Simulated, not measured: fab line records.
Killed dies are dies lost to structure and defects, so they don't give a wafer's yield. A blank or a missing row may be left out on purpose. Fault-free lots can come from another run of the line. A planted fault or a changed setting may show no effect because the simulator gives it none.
Which tool is to blame? | flow sky130 | 18 wafers from 6 lots sampled at 3 of the route's 708 steps

WHAT THE GAUGES SHOWED, per wafer
SKY_VIA1_THK_MEAS_01.
lot  | measured     | on            | VIA1_HDPCVD_THK (nm)
L499 | day 34 02:50 | film-metro-03 | 1023 1039 1020
L501 | day 35 01:40 | film-metro-03 | 1020 1029 1013
L505 | day 35 15:04 | film-metro-02 | 1034 1053 1034
L510 | day 36 18:18 | film-metro-02 | 1021 995 866
L516 | day 38 14:16 | film-metro-02 | 1036 1038 1035
L519 | day 39 09:43 | film-metro-03 | 1032 1003 1035

WHAT TOOL EACH LOT RAN ON (gives the tool, then ch and the chambers of the sampled wafers, and finally the start)
lot  | SKY_METAL1_SPUTTER_00        | SKY_VIA1_HDPCVD_00
L499 | pvd-sputter-01, day 32 22:29 | hdpcvd-02 ch 0,1,2, day 34 02:43
L501 | pvd-sputter-03, day 33 22:29 | hdpcvd-02 ch 0,1, day 35 01:33
L505 | pvd-sputter-03, day 34 11:29 | hdpcvd-01 ch 0,1,2, day 35 14:57
L510 | pvd-sputter-01, day 35 16:02 | hdpcvd-02 ch 0,1,2, day 36 18:11
L516 | pvd-sputter-01, day 37 12:05 | hdpcvd-01 ch 0,1,2, day 38 14:09
L519 | pvd-sputter-01, day 38 07:06 | hdpcvd-02 ch 0,1,2, day 39 09:37
- SKY_METAL1_SPUTTER_00: material Ti, target thk 15 nm, time 10 s.
- SKY_VIA1_HDPCVD_00: deposits SiO2, target thk 1030 nm, time 171.7 s.

THE ANSWER, worked out from the rows above alone
Rule: usual is defined by the lots themselves. Put in order of their means at a reading, lots are off if they are a third of the lots or fewer, leave a main group of 4 or more, and stand apart from it by a gap of 3 or more times the standard deviation of the main group's means; of several such gaps the widest counts. If all means in a main group match to the digits the tables above print for the reading, that group is not used. Also off: a lot with no number at a reading for which 4 or more lots have one. Any other lot the step has rows for is counted as sound.
Off: L510, at SKY_VIA1_THK_MEAS_01 (VIA1_HDPCVD_THK). The main group: mean 1030 nm, standard deviation 7.5.
If a tool, at a process step before that reading, ran all the lots that are off and no sound lot after the first of them, it fits. Gauges at SKY_VIA1_THK_MEAS_01: tried the same way as those tools. Of those tried, none fits.

WHAT THE SIMULATOR HAD PUT IN
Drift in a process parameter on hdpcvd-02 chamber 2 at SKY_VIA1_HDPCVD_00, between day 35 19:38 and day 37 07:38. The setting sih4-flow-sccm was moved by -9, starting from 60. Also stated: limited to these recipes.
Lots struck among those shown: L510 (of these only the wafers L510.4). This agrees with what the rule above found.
